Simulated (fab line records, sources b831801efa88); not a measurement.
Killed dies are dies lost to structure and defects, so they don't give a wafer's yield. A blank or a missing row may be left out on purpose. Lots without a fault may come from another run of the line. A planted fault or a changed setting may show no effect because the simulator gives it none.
fab line records | flow sky130
record lots=6 wafers=18 last_day=49
route steps=708 shown METAL1@446 VIA1@458
lots that met no fault: from a run of the same line without faults
start_h: hours from the record's first day to the start of the lot's first wafer shown | wait_h: hours since the lot's step before | " the same as in the row above | L1.1+2: a row that stands for several wafers | - no value, or no start given | * or withheld: withheld | < > ~ a bound
route shown NAME@n: a module of which the file shows steps, and the number in the route of the first | usual: mean/standard deviation of fault-free wafers | same: alike in all rows | chamber/n: place in a boat | sites: the reading at each site | _std_site: their standard deviation | _edge_site: outer sites' mean less inner sites' | radius_mm: how far each site lies from the wafer's centre | mask NAME#n: copy n | behind: the tool/chamber that last shaped the wafer | hold: why the lot was held/for how many hours/how that ended | device: the transistor (n, p or np) that didn't switch | end of line: the same wafers' tests at the end of the route | a step without rows: its recipe alone | killed: dies lost to structure and defects at the first sort, not the wafer's yield | map: a wafer's dies, x killed, . not, _ none there
set.NAME: the setting as run; set.NAME@STEP: as run at that earlier step | model.NAME: the simulator's own value behind a step, which no gauge read
lots at some steps of the route; a table a step, a row a wafer
services: from which hour (start_h, from the record's first day; less than 0 if before it) a tool's chamber was out of use, for how many hours, and why
## steps
# step SKY_METAL1_EXPOSE_12
# recipe mask_id=MM1 na=0.8 source_shape=annular sigma_inner=0.55 sigma_outer=0.85 target_cd_nm=140 dose_mj=28
# step SKY_METAL1_PEB_13
# recipe peb_temp_c=withheld peb_time_s=withheld resist=KrF-thick
# step SKY_METAL1_DEVELOP_14
# recipe develop_time_s=60 resist=KrF-thick dev_temp_c=21
# step SKY_METAL1_CD_MEAS_15
# recipe target_cd_nm=140
# usual cd_nm=139.8/1.2
# columns lot.wafer tool chamber start_h wait_h cd_nm
L964.3 cd_sem-01 - 798.56 - 142.4
L964.4 " - " " 139.9
L964.5 " - " " 141.8
L966.2 cd_sem-01 - 805.19 - 140.0
L966.3 " - " " 140.6
L966.4 " - " " 140.5
L974.2 cd_sem-01 - 873.51 - 139.5
L974.5 " - " " 140.2
L974.6 " - " " 139.7
L975.1 cd_sem-01 - 882.57 - 139.5
L975.3 " - " " 141.3
L975.6 " - " " 138.9
L976.1 cd_sem-02 - 883.64 - 141.3
L976.2 " - " " 140.6
L976.3 " - " " 140.0
L979.2 cd_sem-01 - 902.89 - 140.2
L979.3 " - " " 138.9
L979.4 " - " " 139.3
# step SKY_METAL1_OVL_MEAS_16
# usual METAL1_OVL=-4/6.6
# columns lot.wafer tool chamber start_h wait_h METAL1_OVL[nm]
L964.3 overlay-01 - 798.65 0.1 -1
L964.4 " - " " 3
L964.5 " - " " 4
L966.2 overlay-01 - 805.30 0.1 6
L966.3 " - " " 8
L966.4 " - " " 8
L974.2 overlay-01 - 873.61 0.1 -16
L974.5 " - " " -20
L974.6 " - " " -23
L975.1 overlay-01 - 882.69 0.1 -7
L975.3 " - " " -13
L975.6 " - " " -10
L976.1 overlay-02 - 883.76 0.1 -7
L976.2 " - " " -2
L976.3 " - " " -1
L979.2 overlay-02 - 903.00 0.1 -2
L979.3 " - " " 4
L979.4 " - " " -4
# step SKY_METAL1_DESCUM_17
# recipe chemistry=O2 source_power_w=150 bias_power_w=0 pressure_mtorr=10 temp_c=40 time_s=8
# usual drypump_motor_current_A=5.7/0.33 oes_product_au=1.000/0.009
# columns lot.wafer tool chamber start_h wait_h drypump_motor_current_A oes_product_au rf_hours_counter_h
L964.3 rie_metal-02 1 798.68 0.0 5.6 0.999 -
L964.4 " 0 " " 5.2 1.009 -
L964.5 " 1 " " 5.6 0.993 -
L966.2 rie_metal-02 0 805.33 0.0 5.2 0.997 15
L966.3 " 0 " " 5.2 0.989 -
L966.4 " 1 " " 5.6 0.996 -
L974.2 rie_metal-03 0 873.64 0.0 5.7 1.010 12
L974.5 " 0 " " 5.7 1.008 -
L974.6 " 1 " " 6.2 0.998 -
L975.1 rie_metal-01 1 882.72 0.0 5.8 0.995 14
L975.3 " 0 " " 5.5 0.992 -
L975.6 " 1 " " 5.8 0.988 -
L976.1 rie_metal-02 1 883.79 0.0 5.6 0.981 6
L976.2 " 0 " " 5.2 0.996 0
L976.3 " 0 " " 5.2 1.003 -
L979.2 rie_metal-03 0 903.04 0.0 5.7 1.004 -
L979.3 " 0 " " 5.7 1.007 -
L979.4 " 0 " " 5.7 0.998 -
# step SKY_METAL1_ETCH_18
# recipe chemistry=N2/H2 target=BARC ion_energy_ev=200 bias_w=100 pressure_mtorr=30 n2_flow_sccm=100 h2_flow_sccm=200 icp_w=500 stop_on=SiO2 time_s=45.9 target_depth_a=600
# usual drypump_motor_current_A=5.7/0.33 oes_product_au=0.855/0.005 throttle_valve_pct=13.226/0.009
# columns lot.wafer tool chamber start_h wait_h drypump_motor_current_A oes_product_au rf_hours_counter_h throttle_valve_pct
L964.3 rie_metal-02 1 798.72 0.0 5.6 0.859 - 13.205
L964.4 " 0 " " 5.1 0.852 - 13.211
L964.5 " 1 " " 5.6 0.868 - 13.224
L966.2 rie_metal-02 0 805.36 0.0 5.2 0.859 15 13.226
L966.3 " 0 " " 5.2 0.851 - 13.217
L966.4 " 1 " " 5.6 0.857 - 13.230
L974.2 rie_metal-03 0 873.67 0.0 5.7 0.861 12 13.218
L974.5 " 0 " " 5.7 0.852 - 13.235
L974.6 " 1 " " 6.3 0.853 - 13.230
L975.1 rie_metal-01 1 882.75 0.0 5.8 0.855 14 13.231
L975.3 " 0 " " 5.5 0.858 - 13.219
L975.6 " 1 " " 5.8 0.857 - 13.236
L976.1 rie_metal-02 1 883.82 0.0 5.6 0.854 6 13.224
L976.2 " 0 " " 5.2 0.853 0 13.235
L976.3 " 0 " " 5.2 0.853 - 13.235
L979.2 rie_metal-03 0 903.11 0.1 5.8 0.844 - 13.224
L979.3 " 0 " " 5.8 0.856 - 13.230
L979.4 " 0 " " 5.7 0.847 - 13.237
# step SKY_METAL1_METAL_ETCH_19
# recipe target_depth_a=3600 stop_on=SiO2 over_etch_frac=0.3 time_s=78 chemistry=Cl2/BCl3 resist_sidewall_deg=88 pressure_mtorr=10 icp_w=900 bias_w=48.5 Cl2_flow_sccm=60 bcl3_flow_sccm=30
# usual drypump_motor_current_A=5.7/0.33 mfc_cl2_sccm=59.96/0.18 oes_product_au=0.854/0.0061 throttle_valve_pct=22.265/0.0091
# columns lot.wafer tool chamber start_h wait_h drypump_motor_current_A mfc_cl2_sccm oes_product_au rf_hours_counter_h throttle_valve_pct
L964.3 rie_metal-02 1 798.80 0.1 5.6 59.76 0.848 - 22.265
L964.4 " 0 " " 5.1 59.98 0.855 - 22.259
L964.5 " 1 " " 5.6 59.63 0.865 - 22.285
L966.2 rie_metal-02 0 805.42 0.0 5.2 59.87 0.858 15 22.257
L966.3 " 0 " " 5.2 60.20 0.848 - 22.266
L966.4 " 1 " " 5.6 60.00 0.859 - 22.257
L974.2 rie_metal-03 0 873.74 0.0 5.7 59.57 0.859 12 22.256
L974.5 " 0 " " 5.8 59.78 0.849 - 22.268
L974.6 " 1 " " 6.3 60.25 0.853 - 22.279
L975.1 rie_metal-01 1 882.82 0.0 5.8 59.94 0.860 14 22.266
L975.3 " 0 " " 5.5 60.10 0.859 - 22.265
L975.6 " 1 " " 5.8 60.07 0.860 - 22.258
L976.1 rie_metal-02 1 883.89 0.0 5.6 60.21 0.860 6 22.261
L976.2 " 0 " " 5.2 60.01 0.845 0 22.254
L976.3 " 0 " " 5.1 59.99 0.859 - 22.268
L979.2 rie_metal-03 0 903.25 0.1 5.7 60.05 0.846 - 22.254
L979.3 " 0 " " 5.7 59.91 0.842 - 22.259
L979.4 " 0 " " 5.8 60.05 0.848 - 22.260
# step SKY_METAL1_STRIP_20
# recipe chemistry=O2/N2 power_w=1400 pressure_mtorr=1500 platen_temp_c=withheld o2_flow_sccm=3000 n2_flow_sccm=300 overash_fraction=0.5
# step SKY_METAL1_STRIP_21
# recipe chemistry=post_etch_residue_remover time_s=1200 temp_c=72.5
# step SKY_METAL1_CLEAN_22
# recipe chemistry=IPA time_s=180 temp_c=25
# step SKY_METAL1_CLEAN_23
# recipe chemistry=O3/DIW dry=n2_spin
# step SKY_VIA1_HDPCVD_00
# recipe material=SiO2 target_thk_nm=1030 sigma_open_frac=0.3 time_s=171.7 temp_c=400 sih4_flow_sccm=60 pressure_mtorr=6
# columns lot.wafer tool chamber start_h wait_h
L964.3+4+5 hdpcvd-01 0,0,1 799.79 0.0
L966.2+3+4 hdpcvd-02 1,0,0 806.51 0.0
L974.2+5+6 hdpcvd-01 0,2,1 874.83 0.0
L975.1+3+6 hdpcvd-02 2,1,2 883.54 0.0
L976.1+2+3 hdpcvd-01 0,2,1 884.92 0.0
L979.2+3+4 hdpcvd-02 1,2,2 903.99 0.0
# step SKY_VIA1_THK_MEAS_01
# recipe reads=SiO2_of_VIA1_HDPCVD_00
# usual VIA1_HDPCVD_THK=1023/11
# columns lot.wafer tool chamber start_h wait_h VIA1_HDPCVD_THK[nm]
L964.3 film_metro-04 - 799.92 0.1 1031
L964.4 " - " " 1012
L964.5 " - " " 1013
L966.2 film_metro-02 - 806.63 0.1 1032
L966.3 " - " " 1027
L966.4 " - " " 1027
L974.2 film_metro-02 - 874.95 0.1 826
L974.5 " - " " 1027
L974.6 " - " " 1033
L975.1 film_metro-04 - 883.66 0.1 1006
L975.3 " - " " 1011
L975.6 " - " " 1019
L976.1 film_metro-04 - 885.04 0.1 807
L976.2 " - " " 1013
L976.3 " - " " 1025
L979.2 film_metro-03 - 904.11 0.1 1015
L979.3 " - " " 1024
L979.4 " - " " 1017
# step SKY_VIA1_CMP_02
# recipe material=SiO2 down_force_psi=4 platen_rpm=60 pad_velocity_m_s=0.94248
# usual motor_current_A=12.5/1.2
# columns lot.wafer tool chamber start_h wait_h motor_current_A
L964.4 cmp-01 0 800.06 0.1 13.8
L964.3 " 1 " " 10.9
L964.5 " 2 " " 16.4
L966.4 cmp-02 1 806.73 0.1 11.7
L966.2 " 2 " " 13.2
L966.3 " 3 " " 11.9
L974.2 cmp-01 2 875.10 0.1 15.3
L974.6 " 0 " " 13.2
L974.5 " 1 " " 11.4
L975.1 cmp-02 2 883.78 0.1 13.4
L975.3 " 3 " " 11.9
L975.6 " 2 " " 14.1
L976.1 cmp-02 2 885.10 0.1 13.4
L976.3 " 3 " " 12.1
L976.2 " 1 " " 11.8
L979.2 cmp-01 0 904.16 0.0 13.1
L979.3 " 1 " " 10.8
L979.4 " 2 " " 16.1
# step SKY_VIA1_BOW_MEAS_03
# recipe mode=bow
# usual VIA1_BOW=77/7.3
# columns lot.wafer tool chamber start_h wait_h VIA1_BOW[um]
L964.3 film_metro-02 - 800.30 0.1 65
L964.4 " - " " 69
L964.5 " - " " 79
L966.2 film_metro-02 - 807.00 0.2 80
L966.3 " - " " 85
L966.4 " - " " 66
L974.2 film_metro-02 - 875.32 0.2 80
L974.5 " - " " 68
L974.6 " - " " 84
L975.1 film_metro-02 - 884.03 0.2 64
L975.3 " - " " 78
L975.6 " - " " 85
L976.1 film_metro-03 - 885.40 0.2 74
L976.2 " - " " 77
L976.3 " - " " 83
L979.2 film_metro-03 - 904.48 0.3 69
L979.3 " - " " 90
L979.4 " - " " 73
# step SKY_VIA1_DEHYDRATE_04
# recipe temp_c=200 time_s=60
# step SKY_VIA1_HMDS_05
# recipe prime_time_s=60 prime_temp_c=120
# step SKY_VIA1_COAT_06
# recipe resist=BARC temp_c=withheld time_s=withheld spin_rpm=3000 resist_thk_nm=60
# step SKY_VIA1_COAT_07
# recipe resist=KrF-thick spin_rpm=3000 resist_thk_nm=450
# step SKY_VIA1_SOFTBAKE_08
# recipe temp_c=100 time_s=90 resist=KrF-thick
# step SKY_VIA1_EXPOSE_09
# recipe mask_id=VIM na=0.8 source_shape=annular sigma_inner=0.55 sigma_outer=0.85 target_cd_nm=150 dose_mj=38
# step SKY_VIA1_PEB_10
# recipe peb_temp_c=withheld peb_time_s=withheld resist=KrF-thick
# step SKY_VIA1_DEVELOP_11
# recipe develop_time_s=60 resist=KrF-thick dev_temp_c=21
# step SKY_VIA1_CD_MEAS_12
# recipe target_cd_nm=150
# usual cd_nm=149.6/1.7
# columns lot.wafer tool chamber start_h wait_h cd_nm
L964.3 cd_sem-02 - 827.36 - 149.4
L964.4 " - " " 150.5
L964.5 " - " " 150.6
L966.2 cd_sem-02 - 833.44 - 148.5
L966.3 " - " " 147.8
L966.4 " - " " 148.6
L974.2 cd_sem-02 - 900.29 - 151.2
L974.5 " - " " 154.8
L974.6 " - " " 152.0
L975.1 cd_sem-01 - 909.41 - 149.5
L975.3 " - " " 149.4
L975.6 " - " " 150.8
L976.1 cd_sem-02 - 911.27 - 149.8
L976.2 " - " " 151.3
L976.3 " - " " 151.0
L979.2 cd_sem-02 - 928.69 - 151.9
L979.3 " - " " 149.4
L979.4 " - " " 149.7
# step SKY_VIA1_OVL_MEAS_13
# usual VIA1_OVL=-1/5
# columns lot.wafer tool chamber start_h wait_h VIA1_OVL[nm]
L964.3 overlay-01 - 827.45 0.1 0
L964.4 " - " " -1
L964.5 " - " " 2
L966.2 overlay-01 - 833.55 0.1 -3
L966.3 " - " " -8
L966.4 " - " " 4
L974.2 overlay-01 - 900.39 0.1 0
L974.5 " - " " 4
L974.6 " - " " -1
L975.1 overlay-01 - 909.53 0.1 -7
L975.3 " - " " -11
L975.6 " - " " -8
L976.1 overlay-01 - 911.39 0.1 1
L976.2 " - " " -4
L976.3 " - " " -5
L979.2 overlay-02 - 928.80 0.1 -10
L979.3 " - " " 1
L979.4 " - " " -4
# step SKY_VIA1_ETCH_14
# recipe chemistry=N2/H2 target=BARC ion_energy_ev=200 source_w=500 bias_w=100 pressure_mtorr=30 n2_flow_sccm=100 h2_flow_sccm=200 stop_on=SiO2 time_s=45.9 target_depth_a=600
# usual drypump_motor_current_A=5.7/0.52 oes_product_au=0.855/0.0046 throttle_valve_pct=13.224/0.01
# columns lot.wafer tool chamber start_h wait_h drypump_motor_current_A oes_product_au rf_hours_counter_h throttle_valve_pct
L964.3 rie_diel-03 0 827.48 0.0 5.7 0.857 14 13.206
L964.4 " 3 " " 6.0 0.851 11 13.226
L964.5 " 3 " " 6.0 0.858 - 13.211
L966.2 rie_diel-03 2 833.58 0.0 4.8 0.857 14 13.220
L966.3 " 0 " " 5.6 0.856 14 13.246
L966.4 " 1 " " 6.2 0.858 7 13.231
L974.2 rie_diel-02 0 900.42 0.0 6.3 0.857 14 13.218
L974.5 " 0 " " 6.3 0.858 - 13.216
L974.6 " 1 " " 5.9 0.859 - 13.217
L975.1 rie_diel-02 0 909.57 0.0 6.3 0.853 14 13.218
L975.3 " 1 " " 6.0 0.852 13 13.227
L975.6 " 3 " " 5.3 0.848 - 13.213
L976.1 rie_diel-03 3 911.43 0.0 6.0 0.857 13 13.228
L976.2 " 1 " " 6.3 0.850 9 13.235
L976.3 " 0 " " 5.6 0.852 16 13.212
L979.2 rie_diel-03 0 928.83 0.0 5.7 0.851 17 13.210
L979.3 " 1 " " 6.3 0.853 9 13.222
L979.4 " 3 " " 6.0 0.856 14 13.238
# step SKY_VIA1_ETCH_15
# recipe target=SiO2 chemistry=C4F8/O2/Ar target_depth_nm=351 stop_on=TiN mask_material=KrF-thick source_w=1500 bias_w=1200 pressure_mtorr=40 c4f8_flow_sccm=withheld O2_flow_sccm=6 Ar_flow_sccm=300 time_s=54
# usual oes_product_au=0.981/0.0057
# columns lot.wafer tool chamber start_h wait_h oes_product_au rf_hours_counter_h
L964.3 rie_diel-03 0 827.52 0.0 0.999 14
L964.4 " 3 " " 0.982 11
L964.5 " 3 " " 0.977 -
L966.2 rie_diel-03 2 833.62 0.0 0.985 14
L966.3 " 0 " " 0.980 14
L966.4 " 1 " " 0.980 7
L974.2 rie_diel-02 0 900.47 0.0 0.739 14
L974.5 " 0 " " 0.979 -
L974.6 " 1 " " 0.978 -
L975.1 rie_diel-02 0 909.61 0.0 0.982 14
L975.3 " 1 " " 0.981 13
L975.6 " 3 " " 0.988 -
L976.1 rie_diel-03 3 911.47 0.0 0.741 13
L976.2 " 1 " " 0.971 9
L976.3 " 0 " " 0.978 17
L979.2 rie_diel-03 0 928.87 0.0 0.986 17
L979.3 " 1 " " 0.980 9
L979.4 " 3 " " 0.977 14
# step SKY_VIA1_STRIP_16
# recipe chemistry=O2/N2 power_w=1400 pressure_mtorr=1500 platen_temp_c=withheld o2_flow_sccm=3000 n2_flow_sccm=300 overash_fraction=0.5
## services
# columns tool chamber start_h hours kind
cmp-01 - 801.21 0.7 repair
cmp-02 - 801.94 3.8 pm
cmp-02 - 808.34 0.3 repair
cmp-01 - 836.15 2.3 repair
hdpcvd-01 - 841.95 14.6 pm
rie_metal-02 0 852.67 - clean
rie_metal-02 0 852.67 26.0 scheduled_down
rie_metal-02 0 852.67 26.0 vent_cycle
cmp-02 - 856.34 0.8 repair
rie_metal-03 1 873.83 - clean
rie_metal-03 1 873.83 29.8 scheduled_down
rie_metal-03 1 873.83 29.8 vent_cycle
cmp-02 - 879.96 1.3 repair
cmp-01 - 881.02 5.1 repair
cmp-02 - 890.57 10.9 pm
rie_metal-01 1 900.68 - clean
rie_metal-01 1 900.68 21.6 scheduled_down
rie_metal-01 1 900.68 21.6 vent_cycle
cmp-01 - 912.30 4.0 pm
cmp-01 - 916.30 - consumable_replace:conditioner
cmp-01 - 916.30 - consumable_replace:pad
cmp-01 - 918.90 8.5 repair
hdpcvd-01 0 922.49 21.1 repair
cmp-02 - 927.13 1.0 repair
## key
first_sign step=SKY_VIA1_THK_MEAS_01 reading=VIA1_HDPCVD_THK direction=down sigmas=19 usual=1023 struck=816
effect step=SKY_VIA1_ETCH_15 reading=oes_product_au direction=down sigmas=42 usual=0.981 struck=0.740
met_at SKY_VIA1_HDPCVD_00
struck_wafers L974.2,L976.1
sort_left_out L974.2,L976.1
onset_between 799.79 874.83
fault kind=site_profile_drift tool=hdpcvd-01 chamber=0 onset_h=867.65 steps=SKY_VIA1_HDPCVD_00 basis=fraction max_abs_drift=0.44729 slope_share_per_hr=99.399 site_pattern=0,0,0,0,0,-1,-1,-1,-1
# sort_left_out: the simulated sort isn't trusted on such a fault, so these wafers' sort isn't shown, and their yield isn't known
